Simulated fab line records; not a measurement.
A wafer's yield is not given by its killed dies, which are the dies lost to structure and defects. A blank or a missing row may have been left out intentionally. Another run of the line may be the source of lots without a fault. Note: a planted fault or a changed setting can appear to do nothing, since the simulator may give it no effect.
Which tool was responsible? + flow sky130 + 13 lots, 39 wafers sampled, at 2 steps of a route of 708

## WHAT EACH GAUGE READ, for each wafer
SKY_METAL4_OVL_MEAS_14.
| lot  | measured     | on         | METAL4_OVL (nm) |
|------|--------------|------------|-----------------|
| L985 | day 41 19:30 | overlay-01 | 4 4 0           |
| L987 | day 42 03:16 | overlay-02 | -6 -4 -10       |
| L989 | day 43 02:49 | overlay-01 | -2 -9 -9        |
| L988 | day 43 06:10 | overlay-01 | -9 -3 -13       |
| L990 | day 43 13:17 | overlay-01 | 5 14 8          |
| L992 | day 44 02:29 | overlay-02 | 4 14 5          |
| L993 | day 44 09:25 | overlay-02 | -14 -5 -6       |
| L994 | day 44 11:30 | overlay-02 | 2 6 -7          |
| L995 | day 45 00:26 | overlay-02 | -3 1 0          |
| L103 | day 46 13:42 | overlay-01 | -9 -9 -9        |
| L105 | day 46 23:44 | overlay-01 | -5 -2 -3        |
| L107 | day 47 22:18 | overlay-02 | -1 2 4          |
| L108 | day 48 04:14 | overlay-02 | 4 3 19          |

## TOOL THAT RAN EACH LOT (tool first, then ch and the chambers of the sampled wafers, then the start)
| lot  | SKY_POLY_CUT_ETCH_11               |
|------|------------------------------------|
| L985 | rie-diel-01 ch 0,2,3, day 24 04:57 |
| L987 | rie-diel-01 ch 2,3, day 24 16:54   |
| L989 | rie-diel-01 ch 1,2,3, day 25 23:55 |
| L988 | rie-diel-03 ch 0,2,3, day 26 02:06 |
| L990 | rie-diel-01 ch 1,2,3, day 26 08:34 |
| L992 | rie-diel-03 ch 0,3, day 27 01:40   |
| L993 | rie-diel-03 ch 0,1, day 27 10:57   |
| L994 | rie-diel-03 ch 0,2,3, day 27 14:12 |
| L995 | rie-diel-02 ch 0,1,2, day 28 11:06 |
| L103 | rie-diel-03 ch 0,1,3, day 30 10:03 |
| L105 | rie-diel-03 ch 0,1,2, day 31 00:27 |
| L107 | rie-diel-01 ch 0,3, day 32 08:09   |
| L108 | rie-diel-01 ch 0,1,2, day 32 13:10 |
- SKY_POLY_CUT_ETCH_11: etches Si3N4 in CF4/CH2F2/Ar, stops on poly-Si, time 42.5 s, target depth 60 nm.

## AS READ BY THE TOOLS THEMSELVES (means over the sampled wafers that have a number; for cases with no such wafer, the mark the record gives instead)
SKY_POLY_CUT_ETCH_11.
| lot  | tool        | drypump-motor-current-A (A) | oes-product-au (a.u.) | throttle-valve-pct (%) |
|------|-------------|-----------------------------|-----------------------|------------------------|
| L985 | rie-diel-01 | 6.0                         | 0.819                 | 14.991                 |
| L987 | rie-diel-01 | 5.6                         | 0.826                 | 14.990                 |
| L989 | rie-diel-01 | 5.5                         | 0.827                 | 14.999                 |
| L988 | rie-diel-03 | 5.9                         | 0.823                 | 14.998                 |
| L990 | rie-diel-01 | 5.5                         | 0.824                 | 14.989                 |
| L992 | rie-diel-03 | 6.2                         | 0.832                 | 14.991                 |
| L993 | rie-diel-03 | 6.1                         | 0.828                 | 14.992                 |
| L994 | rie-diel-03 | 5.9                         | 0.826                 | 14.994                 |
| L995 | rie-diel-02 | 5.5                         | 0.834                 | 14.987                 |
| L103 | rie-diel-03 | 6.2                         | 0.837                 | 14.993                 |
| L105 | rie-diel-03 | 5.8                         | 0.823                 | 14.990                 |
| L107 | rie-diel-01 | 5.6                         | 0.833                 | 14.992                 |
| L108 | rie-diel-01 | 5.9                         | 0.835                 | 14.994                 |

## THE ANSWER, worked out from the rows above alone
Rule: the lots themselves supply what counts as usual. The widest of any qualifying gaps counts: lots, ordered by their means at a reading, are off when they make up no more than a third of the lots, leave a main group of 4 or more, and stand apart from it by 3 or more times the standard deviation of that group's means. Not used: any main group whose means are identical at the precision the tables above print for the reading. Also off: a lot with no number at a reading for which 4 or more lots have one. Any other lot the step has rows for is counted as sound. Order of review: gauges by route order, followed by the tools' own readings, for which a lot's mean as printed above is used. The first step at which some lot is off is used, and at that step the reading that is off furthest; a lot without a number counts as furthest.
No lot is off at any reading shown: from this, nothing can be told.

## WHAT THE SIMULATOR HAD PUT IN
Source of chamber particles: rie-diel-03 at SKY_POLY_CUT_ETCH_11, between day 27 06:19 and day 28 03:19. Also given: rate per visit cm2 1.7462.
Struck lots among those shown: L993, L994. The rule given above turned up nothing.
